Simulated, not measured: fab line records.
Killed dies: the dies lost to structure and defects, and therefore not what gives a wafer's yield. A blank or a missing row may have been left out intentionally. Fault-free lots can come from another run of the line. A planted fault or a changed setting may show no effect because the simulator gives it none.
Struck lot and sound lot, side by side | flow gf180mcu | 21 out of 602 route steps
Sound: the wafers L823.2, L823.4, L823.6. The struck wafers were L838.4, L838.5, L838.6. Last of all comes the cause.
At each step with rows: each side's tool, then ch and its chambers, then its first start. Under that, the readings that differ: sound wafers | struck wafers | difference of the means | sigmas: that difference in standard deviations of wafers without a fault.
alike: words and numbers the same on both sides, and readings whose means are apart by under 2 such deviations; not compared: readings that were withheld, readings missing a value for some wafer, numbers with overlapping values and no deviation given by the record, and bounds like >300 which may hide the same value.
A row with sigmas, a row that says differs or no value, or rows on one side alone: a step with any of these is where the two part. When numbers do not overlap yet have no deviation, they are printed without sigmas and do not part them. Lack of a reading on every wafer of one side parts them only where that side has two or more wafers.

first, 4 steps without rows for these wafers: GF_VT_IMPLANT_SOFTBAKE_14 (time 60 s); GF_VT_IMPLANT_EXPOSE_15 (exposes mask Nwell LV AREA, target cd 860 nm); GF_VT_IMPLANT_PEB_16; GF_VT_IMPLANT_DEVELOP_17 (develop time 60 s).
GF_VT_IMPLANT_OVL_MEAS_18:
  sound on overlay-01 at day 6 04:49; struck on overlay-02 at day 10 08:41
  alike: VT_IMPLANT_01_OVL
following that, these wafers have no rows for 1 step: GF_VT_IMPLANT_IMPLANT_19.
GF_VT_IMPLANT_STRIP_20: strips in O2/N2.
  sound on plasmaAsher-01 ch 0, day 6 05:00; struck on plasmaAsher-01 ch 0,1, day 10 08:53
  alike: drypumpMotorCurrentA, heaterPowerW, oesProductAu, stripTimeToEndpointS
  not compared: rfHoursCounterH
GF_VT_IMPLANT_TW_MEAS_21:
  sound on filmMetro-01 at day 6 05:07; struck on filmMetro-01 at day 10 08:59
  alike: VT_IMPLANT_2_TW
then, 4 steps without rows for these wafers: GF_VT_IMPLANT_DEHYDRATE_22 (time 60 s); GF_VT_IMPLANT_HMDS_23 (prime time 60 s); GF_VT_IMPLANT_COAT_24 (resist thk 1000 nm); GF_VT_IMPLANT_SOFTBAKE_25 (time 60 s).
GF_VT_IMPLANT_EXPOSE_26: exposes mask LVPWELL HV AREA, target cd 860 nm.
  sound on ilineStepper-01 ch 0, day 6 12:22; struck on ilineStepper-01 ch 0, day 10 18:36
reading | sound                                                 | struck                                                | difference | sigmas
mask    | LVPWELL_HV_AREA#0 LVPWELL_HV_AREA#0 LVPWELL_HV_AREA#0 | LVPWELL_LV_AREA#0 LVPWELL_LV_AREA#0 LVPWELL_LV_AREA#0 | differs    | 
then, 2 steps without rows for these wafers: GF_VT_IMPLANT_PEB_27; GF_VT_IMPLANT_DEVELOP_28 (develop time 60 s).
GF_VT_IMPLANT_OVL_MEAS_29:
  sound on overlay-02 at day 6 20:07; struck on overlay-01 at day 11 03:13
reading                | sound        | struck | difference                    | sigmas
VT_IMPLANT_02_OVL (nm) | 1.7 -1.1 0.8 | - - -  | no value on the struck wafers | 
following that, these wafers have no rows for 1 step: GF_VT_IMPLANT_IMPLANT_30.
GF_VT_IMPLANT_STRIP_31: strips in O2/N2.
  sound on plasmaAsher-03 ch 0,1, day 6 20:18; struck on plasmaAsher-03 ch 0,1, day 11 03:26
  alike: drypumpMotorCurrentA, heaterPowerW, oesProductAu, stripTimeToEndpointS
  not compared: rfHoursCounterH
GF_VT_IMPLANT_TW_MEAS_32:
  sound on filmMetro-02 at day 6 20:25; struck on filmMetro-02 at day 11 03:31
reading         | sound       | struck   | difference | sigmas
VT_IMPLANT_3_TW | 273 271 271 | 30 31 30 | -241       | -80
then, 1 step without rows for these wafers: GF_VT_IMPLANT_DEHYDRATE_33 (time 60 s).
-- record jumps: 22 days separate the struck wafers' starts on either side; left off in module VT_IMPLANT, taken up again in module PASSIVATION, whose first shown step is the route's number 602 --
GF_PASSIVATION_PROBE_99:
  the record has rows for the struck wafers here (prober-02, day 33 08:10) and none for the sound ones

== WHERE THEY PART ==
First at GF_VT_IMPLANT_EXPOSE_26; last, within this record, at GF_PASSIVATION_PROBE_99.

WHY: whatever the simulator had introduced
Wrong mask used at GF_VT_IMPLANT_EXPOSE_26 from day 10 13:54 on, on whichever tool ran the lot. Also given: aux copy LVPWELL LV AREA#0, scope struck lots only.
